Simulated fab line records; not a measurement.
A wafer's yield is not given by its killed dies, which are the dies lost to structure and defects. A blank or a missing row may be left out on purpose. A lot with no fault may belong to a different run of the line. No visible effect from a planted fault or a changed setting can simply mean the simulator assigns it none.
Comparing a struck lot with a sound one | flow gf180mcu | 16 out of 602 route steps
Sound: the wafers L840.1, L840.3, L840.6. Struck: wafer L852.6 (L852.4, L852.5, from the same lot, were not struck and are left out); the cause is given at the end.
Per side, at each step with rows, come the tool, then ch with its chambers, and then its first start. Under that, the readings that differ: sound wafers | struck wafers | difference of the means | sigmas: that difference in standard deviations of wafers without a fault.
alike: readings with means less than 2 such deviations apart, plus words and numbers identical on both sides. not compared: withheld readings, readings lacking a value on some wafer, bounds such as >300 that could conceal the same value, and numbers that have no deviation in the record and whose values overlap.
A row with sigmas, a row that says differs or no value, or rows on one side alone: a step with any of these is where the two part. Numbers that have no deviation but don't overlap get no sigmas and don't part them. A reading missing from all wafers of one side parts the sides only when that side holds two or more wafers.

GF_SAB_STRIP_13: strips in O2/N2.
  sound on plasma-asher-02 ch 0, day 17 02:07; struck on plasma-asher-02 ch 1, day 21 06:15
  reading                     | sound       | struck | difference | sigmas
  drypump-motor-current-A (A) | 6.0 6.0 6.0 | 4.8    | -1.2       | -3
  alike: heater-power-w, oes-product-au, strip-time-to-endpoint-s
  not compared: rf-hours-counter-h
then, 2 steps without rows for these wafers: GF_SALICIDE_CLEAN_00 (cleans in SC1/SC2, time 150 s); GF_SALICIDE_WET_ETCH_01 (etches SiO2 in dHF, target depth 5 nm, time 100 s).
GF_SALICIDE_SPUTTER_02: material Co, target thk 10 nm, time 19.75 s.
  struck on pvd-sputter-04, day 21 06:25; sound on pvd-sputter-04, day 17 02:18
  alike: cathode-dc-power-W, throttle-valve-pct
GF_SALICIDE_SPUTTER_03: material TiN, target thk 20 nm, time 16.7 s.
  struck on pvd-sputter-04, day 21 06:26; sound on pvd-sputter-04, day 17 02:20
  alike: cathode-dc-power-W, throttle-valve-pct
GF_SALICIDE_RS_MEAS_04: measurement is done with a four-point probe.
  struck on film-metro-02, day 21 06:31; sound on film-metro-03, day 17 02:22
  alike: SALICIDE_TIN_RS
GF_SALICIDE_THK_MEAS_05: measures by xrf.
  struck on film-metro-02, day 21 06:37; sound on film-metro-03, day 17 02:29
  alike: SALICIDE_TIN_THK
GF_SALICIDE_RTA_06: time 30 s.
  sound on rtp-anneal-02 ch 0, day 17 02:32; struck on rtp-anneal-01 ch 0, day 21 06:41
  reading            | sound          | struck | difference | sigmas
  lamp-power-pct (%) | 6.30 6.30 6.30 | 6.52   | +0.22      | +2
  alike: wafer_temp_C_max
then, 1 step without rows for these wafers: GF_SALICIDE_WET_ETCH_07 (etches the open film in SPM, target depth 120 nm).
GF_SALICIDE_RTA_08: time 30 s.
  sound on rtp-anneal-01 ch 0, day 17 02:44; struck on rtp-anneal-02 ch 0, day 21 06:53
  reading            | sound             | struck | difference | sigmas
  lamp-power-pct (%) | 18.09 18.08 18.10 | 17.52  | -0.57      | -2
  wafer_temp_C_max   | 804.0 802.5 802.9 | 806.2  | +3.1       | +4
then, 1 step without rows for these wafers: GF_CONTACT_CVD_00 (deposits SiO2, target thk 300 nm, time 50 s).
GF_CONTACT_THK_MEAS_01:
  struck on film-metro-02, day 21 07:01; sound on film-metro-01, day 17 02:52
  alike: CONTACT_CVD_00_THK
GF_CONTACT_CVD_02: deposits SiO2 from TEOS, target thk 860 nm, time 95.992 s.
  sound on pecvd-02 ch 1,2, day 17 02:56; struck on pecvd-04 ch 0, day 21 07:04
  reading                                  | sound             | struck | difference | sigmas
  model.SiO2_of_CONTACT_CVD_02.thk-nm (nm) | 842.6 829.7 848.4 | 652.4  | -187.8     |
  alike: heater-power-w
GF_CONTACT_THK_MEAS_03:
  struck on film-metro-04, day 21 07:08; sound on film-metro-04, day 17 03:00
  reading                 | sound       | struck | difference | sigmas
  CONTACT_CVD_02_THK (nm) | 843 830 848 | 652    | -188       | -16
GF_CONTACT_CMP_04: polishes SiO2.
  sound on cmp-01 ch 0,1,3, day 17 03:07; struck on cmp-02 ch 2, day 21 07:13
  reading                | sound      | struck | difference | sigmas
  time-to-endpoint-s (s) | 113 98 117 | 41     | -68        | -9
  alike: motor-current-A, slurry-filter-dp-kPa
GF_CONTACT_BOW_MEAS_05:
  struck on film-metro-02, day 21 07:32; sound on film-metro-01, day 17 03:22
  alike: CONTACT_BOW

## WHERE THEY PART
Last at GF_CONTACT_CMP_04 as far as this record goes, first at GF_SAB_STRIP_13. Later steps at which nothing parts them and some readings are alike: GF_CONTACT_BOW_MEAS_05.

WHY: whatever the simulator had introduced
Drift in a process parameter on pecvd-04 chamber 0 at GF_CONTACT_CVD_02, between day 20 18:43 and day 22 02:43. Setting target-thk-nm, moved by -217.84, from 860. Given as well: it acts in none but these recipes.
